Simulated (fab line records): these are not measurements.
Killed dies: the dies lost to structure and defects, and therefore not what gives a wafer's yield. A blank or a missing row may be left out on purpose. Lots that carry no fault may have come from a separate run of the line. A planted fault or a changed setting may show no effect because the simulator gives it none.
Chamber matching + flow sky130 + rieDiel-03 running SKY_LI_CONTACT_ETCH_14: 4 sister chambers
The step etches BARC in N2/H2, stops on SiO2, time 45.9 s, target depth 60 nm. 4 wafers are shown with their chamber, then 10 later ones without.

## EACH WAFER AND ITS CHAMBER
| wafer  | chamber | drypumpMotorCurrentA (A) |
|--------|---------|--------------------------|
| L087.2 | 3       | 5.9                      |
| L087.3 | 2       | 5.4                      |
| L088.2 | 1       | 5.5                      |
| L088.5 | 0       | 5.9                      |

## WAFERS WITH NO CHAMBER GIVEN
| wafer  | drypumpMotorCurrentA (A) |
|--------|--------------------------|
| L088.6 | 5.5                      |
| L089.1 | 5.9                      |
| L089.4 | 5.9                      |
| L089.6 | 5.8                      |
| L093.1 | 5.8                      |
| L093.3 | 5.5                      |
| L093.6 | 5.9                      |
| L096.4 | 5.4                      |
| L096.5 | 5.4                      |
| L096.6 | 5.9                      |

## THE CHAMBER EACH PASSED THROUGH
| wafer  | from the rows above     | in truth                   |
|--------|-------------------------|----------------------------|
| L088.6 | 1                       | 1                          |
| L089.1 | can't be placed: 0 or 3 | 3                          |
| L089.4 | can't be placed: 0 or 3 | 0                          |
| L089.6 | can't be placed: 0 or 3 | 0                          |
| L093.1 | can't be placed: 0 or 3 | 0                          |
| L093.3 | 1                       | 1                          |
| L093.6 | can't be placed: 0 or 3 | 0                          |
| L096.4 | 2                       | 2                          |
| L096.5 | 2                       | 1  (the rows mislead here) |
| L096.6 | can't be placed: 0 or 3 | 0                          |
Correct placement for 3 of the 10. Unplaceable from these rows: 6, with the true chamber sitting among the candidates in 6. Placed wrongly: 1.
How it was worked out, from the rows above alone: a wafer's distance from a chamber is the root of the sum, over the readings, of the square of ((its reading less the chamber's mean) divided by the reading's scatter). If the next closest chamber is less than 2 further off than the closest, the wafer can't be placed; otherwise it belongs to the closest. The mean given for a chamber averages the wafers shown for that chamber. The scatter: root of mean squared gap, hidden wafer to nearest shown wafer, with one shown wafer a chamber.
